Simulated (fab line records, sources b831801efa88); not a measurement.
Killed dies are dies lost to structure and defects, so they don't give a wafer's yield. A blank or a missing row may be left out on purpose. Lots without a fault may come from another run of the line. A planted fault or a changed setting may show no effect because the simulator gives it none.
Which tool did it? | flow gf180mcu | 12 lots, 36 wafers sampled, at 4 steps of a route of 602

WHAT THE GAUGES READ, wafer by wafer
GF_M1_CD_MEAS_14: target cd 230 nm. Usual: cd_nm 230.1 nm, standard deviation 1.1.
lot  | measured     | on        | cd_nm (nm)        | flag
L491 | day 17 01:43 | cd_sem-01 | 229.3 228.7 229.7 |
L492 | day 17 07:19 | cd_sem-02 | 230.9 230.7 229.9 |
L493 | day 17 18:02 | cd_sem-01 | 230.2 230.0 230.5 |
L495 | day 18 14:38 | cd_sem-02 | 231.3 230.4 231.1 |
L497 | day 19 09:50 | cd_sem-02 | 230.6 231.1 231.2 |
L498 | day 19 23:02 | cd_sem-01 | 229.6 231.3 229.9 |
L499 | day 20 06:21 | cd_sem-02 | 228.7 227.7 228.0 |
L501 | day 21 03:23 | cd_sem-02 | 230.3 229.6 229.5 |
L506 | day 22 16:25 | cd_sem-01 | 220.7 218.3 219.9 | OFF
L508 | day 23 09:48 | cd_sem-02 | 222.1 219.9 222.0 | OFF
L510 | day 24 00:12 | cd_sem-01 | 229.9 230.0 229.5 |
L514 | day 25 04:44 | cd_sem-02 | 229.6 229.6 229.0 |

GF_M1_OVL_MEAS_15. Usual: M1_OVL 0 nm, standard deviation 4.4.
lot  | measured     | on         | M1_OVL (nm) | flag
L491 | day 17 01:50 | overlay-01 | -4 -1 1     |
L492 | day 17 07:26 | overlay-01 | -1 0 -1     |
L493 | day 17 18:08 | overlay-01 | 7 7 -4      |
L495 | day 18 14:44 | overlay-01 | -4 0 -6     |
L497 | day 19 09:56 | overlay-01 | 4 -10 -4    |
L498 | day 19 23:09 | overlay-02 | 0 -4 0      |
L499 | day 20 06:26 | overlay-01 | -11 -3 -1   |
L501 | day 21 03:29 | overlay-01 | 2 3 5       |
L506 | day 22 16:31 | overlay-02 | 3 4 0       |
L508 | day 23 09:53 | overlay-01 | 4 0 -2      |
L510 | day 24 00:17 | overlay-02 | 1 1 3       |
L514 | day 25 04:50 | overlay-02 | -1 -3 -6    |

WHICH TOOL RAN EACH LOT (tool, then ch and the chambers of the sampled wafers, then the start)
lot  | GF_M1_SPUTTER_02             | GF_M1_EXPOSE_11
L491 | pvd_sputter-03, day 16 03:18 | krf_scanner-01 ch 0, day 16 14:34
L492 | pvd_sputter-01, day 16 08:30 | krf_scanner-01 ch 0, day 16 20:16
L493 | pvd_sputter-01, day 16 19:06 | krf_scanner-01 ch 0, day 17 06:25
L495 | pvd_sputter-03, day 17 15:02 | krf_scanner-01 ch 0, day 18 02:53
L497 | pvd_sputter-03, day 18 08:50 | krf_scanner-02 ch 0, day 18 21:18
L498 | pvd_sputter-01, day 18 23:11 | krf_scanner-02 ch 0, day 19 11:26
L499 | pvd_sputter-04, day 19 06:11 | krf_scanner-01 ch 0, day 19 18:31
L501 | pvd_sputter-04, day 20 03:26 | krf_scanner-02 ch 0, day 20 15:35
L506 | pvd_sputter-01, day 21 17:19 | krf_scanner-01 ch 0, day 22 05:14
L508 | pvd_sputter-01, day 22 10:11 | krf_scanner-01 ch 0, day 22 22:07
L510 | pvd_sputter-01, day 23 02:11 | krf_scanner-02 ch 0, day 23 13:27
L514 | pvd_sputter-03, day 24 06:48 | krf_scanner-02 ch 0, day 24 18:04
- GF_M1_SPUTTER_02: material AlCu, target thk 450 nm, time 23.9 s.
- GF_M1_EXPOSE_11: exposes mask Metal1, target cd 230 nm.

WHAT THE TOOLS THEMSELVES READ (means of the sampled wafers that have a number; where no wafer has one, the mark that the record gives instead)
GF_M1_SPUTTER_02. Usual: throttle_valve_pct 29.7 %, standard deviation 0.66.
lot  | tool           | throttle_valve_pct (%) | flag
L491 | pvd_sputter-03 | 30.0                   |
L492 | pvd_sputter-01 | 29.6                   |
L493 | pvd_sputter-01 | 29.4                   |
L495 | pvd_sputter-03 | 30.0                   |
L497 | pvd_sputter-03 | 30.3                   |
L498 | pvd_sputter-01 | 29.0                   |
L499 | pvd_sputter-04 | 29.9                   |
L501 | pvd_sputter-04 | 29.4                   |
L506 | pvd_sputter-01 | 29.7                   |
L508 | pvd_sputter-01 | 29.5                   |
L510 | pvd_sputter-01 | 29.6                   |
L514 | pvd_sputter-03 | 30.3                   |

GF_M1_EXPOSE_11. Usual: exposure_dose_mJ_cm2 27.96, standard deviation 0.031.
lot  | tool           | exposure_dose_mJ_cm2 | flag
L491 | krf_scanner-01 | 27.94                |
L492 | krf_scanner-01 | 27.93                |
L493 | krf_scanner-01 | 27.92                |
L495 | krf_scanner-01 | 27.96                |
L497 | krf_scanner-02 | 27.97                |
L498 | krf_scanner-02 | 27.97                |
L499 | krf_scanner-01 | 27.97                |
L501 | krf_scanner-02 | 28.00                |
L506 | krf_scanner-01 | 30.03                | OFF
L508 | krf_scanner-01 | 29.63                | OFF
L510 | krf_scanner-02 | 27.99                |
L514 | krf_scanner-02 | 27.99                |

THE ANSWER, worked out from the rows above alone
Rule: a lot is off if the mean of its wafers that have a number lies more than 3 standard deviations from the usual mean. A lot without any number at a reading at which 4 lots or more have one is off too. The other lots that the step has rows for count as sound. The gauges are gone through in route order, then the tools' own readings, and for those a lot's mean is taken as printed above. The first step at which some lot is off is used, and at that step the reading that is off furthest; a lot without a number counts as furthest.
Off: L506, L508, at GF_M1_CD_MEAS_14 (cd_nm).
A tool fits if, at a process step before that reading, it ran every lot that is off, and no sound lot after the first of them. The gauges at GF_M1_CD_MEAS_14 aren't tried: what is off there is off at GF_M1_EXPOSE_11 too, on other tools, and a gauge's error can't cause that. One fits: krf_scanner-01 at GF_M1_EXPOSE_11. Its last sound lot is L499 (day 19 18:31), its first lot that is off L506 (day 22 05:14): a fault that began between those two fits.
The tool's own readings at GF_M1_EXPOSE_11 bear it out: on the lots that are off they differ by more than 5 times the standard deviation of the sound lots' means. exposure_dose_mJ_cm2 reads 29.83 there against 27.96 on the sound lots.

WHAT THE SIMULATOR HAD PUT IN
Process parameter drift: krf_scanner-01, from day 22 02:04 on, at GF_M1_EXPOSE_11. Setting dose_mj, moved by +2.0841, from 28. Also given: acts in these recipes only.
Lots struck among those shown: L506, L508. The rule above found the same.
